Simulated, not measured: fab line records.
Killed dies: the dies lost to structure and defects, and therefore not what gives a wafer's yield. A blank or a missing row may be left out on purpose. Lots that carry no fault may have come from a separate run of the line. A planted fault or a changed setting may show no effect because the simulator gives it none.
The tool behind it: which one? || flow gf180mcu || Sampling: 11 lots, 33 wafers, 3 of 602 route steps

== WHAT THE GAUGES SHOWED, per wafer ==
GF_V2_RS_MEAS_24: measurement is done with a four-point probe.
{"lot": "L468", "measured": "day 20 12:45", "on": "film_metro-02", "V2_W_RS (ohm/sq)": "0.323 0.323 0.322"}
{"lot": "L469", "measured": "day 20 22:03", "on": "film_metro-01", "V2_W_RS (ohm/sq)": "0.321 0.320 0.324"}
{"lot": "L475", "measured": "day 22 22:58", "on": "film_metro-02", "V2_W_RS (ohm/sq)": "0.329 0.327 0.308"}
{"lot": "L476", "measured": "day 23 09:13", "on": "film_metro-03", "V2_W_RS (ohm/sq)": "0.320 0.324 0.309"}
{"lot": "L482", "measured": "day 25 05:46", "on": "film_metro-02", "V2_W_RS (ohm/sq)": "0.326 0.326 0.323"}
{"lot": "L483", "measured": "day 25 15:23", "on": "film_metro-02", "V2_W_RS (ohm/sq)": "0.327 0.327 0.328"}
{"lot": "L484", "measured": "day 25 23:59", "on": "film_metro-01", "V2_W_RS (ohm/sq)": "0.320 0.322 0.326"}
{"lot": "L485", "measured": "day 26 06:03", "on": "film_metro-01", "V2_W_RS (ohm/sq)": "0.319 0.320 0.324"}
{"lot": "L486", "measured": "day 26 09:32", "on": "film_metro-03", "V2_W_RS (ohm/sq)": "0.327 0.326 0.322"}
{"lot": "L487", "measured": "day 27 00:04", "on": "film_metro-01", "V2_W_RS (ohm/sq)": "0.326 0.326 0.326"}
{"lot": "L488", "measured": "day 27 02:37", "on": "film_metro-01", "V2_W_RS (ohm/sq)": "0.327 0.327 0.324"}

== EACH LOT AND THE TOOL THAT RAN IT (in order: tool; ch and the chambers of the sampled wafers; start) ==
{"lot": "L468", "GF_V2_ETCH_17": "rie_diel-04 ch 1,2, day 20 12:37 or earlier", "GF_V2_CVD_23": "cvd_w-01 ch 0,1, day 20 12:37"}
{"lot": "L469", "GF_V2_ETCH_17": "rie_diel-02 ch 0,1,3, day 20 21:55 or earlier", "GF_V2_CVD_23": "cvd_w-01 ch 0,1, day 20 21:55"}
{"lot": "L475", "GF_V2_ETCH_17": "rie_diel-03 ch 2,3, day 22 22:52 or earlier", "GF_V2_CVD_23": "cvd_w-01 ch 0,1, day 22 22:52"}
{"lot": "L476", "GF_V2_ETCH_17": "rie_diel-02 ch 1,2,3, day 23 09:04 or earlier", "GF_V2_CVD_23": "cvd_w-01 ch 0,1, day 23 09:04"}
{"lot": "L482", "GF_V2_ETCH_17": "rie_diel-04 ch 2,3, day 25 05:40 or earlier", "GF_V2_CVD_23": "cvd_w-02 ch 0,1, day 25 05:40"}
{"lot": "L483", "GF_V2_ETCH_17": "rie_diel-04 ch 1,2, day 25 15:16 or earlier", "GF_V2_CVD_23": "cvd_w-02 ch 0,1, day 25 15:16"}
{"lot": "L484", "GF_V2_ETCH_17": "rie_diel-02 ch 0,3, day 25 23:53 or earlier", "GF_V2_CVD_23": "cvd_w-01 ch 0,1, day 25 23:53"}
{"lot": "L485", "GF_V2_ETCH_17": "rie_diel-04 ch 0,1,2, day 26 05:56 or earlier", "GF_V2_CVD_23": "cvd_w-01 ch 0,1, day 26 05:56"}
{"lot": "L486", "GF_V2_ETCH_17": "rie_diel-02 ch 0,1,2, day 26 09:24 or earlier", "GF_V2_CVD_23": "cvd_w-01 ch 0,1, day 26 09:24"}
{"lot": "L487", "GF_V2_ETCH_17": "rie_diel-04 ch 0,2,3, day 26 23:58 or earlier", "GF_V2_CVD_23": "cvd_w-02 ch 0,1, day 26 23:58"}
{"lot": "L488", "GF_V2_ETCH_17": "rie_diel-03 ch 1,3, day 27 02:29 or earlier", "GF_V2_CVD_23": "cvd_w-01 ch 0,1, day 27 02:29"}
- GF_V2_ETCH_17: etches SiO2 in C4F8/O2/Ar, stops on TiN, target depth 630 nm.
- GF_V2_CVD_23: deposits W, target thk 350 nm, time 104.94 s.

== THE ANSWER, worked out from the rows above alone ==
Rule: the usual values come from the lots themselves. The widest of any qualifying gaps counts: lots, ordered by their means at a reading, are off when they make up no more than a third of the lots, leave a main group of 4 or more, and stand apart from it by 3 or more times the standard deviation of that group's means. The tables above print the reading to a certain number of digits; a main group whose means all agree to those digits is not used. A lot without any number at a reading at which 4 lots or more have one is off too. All remaining lots with rows at the step are treated as sound.
Nothing can be told from this: no lot is off at any reading shown.

== WHAT WAS PUT IN BY THE SIMULATOR ==
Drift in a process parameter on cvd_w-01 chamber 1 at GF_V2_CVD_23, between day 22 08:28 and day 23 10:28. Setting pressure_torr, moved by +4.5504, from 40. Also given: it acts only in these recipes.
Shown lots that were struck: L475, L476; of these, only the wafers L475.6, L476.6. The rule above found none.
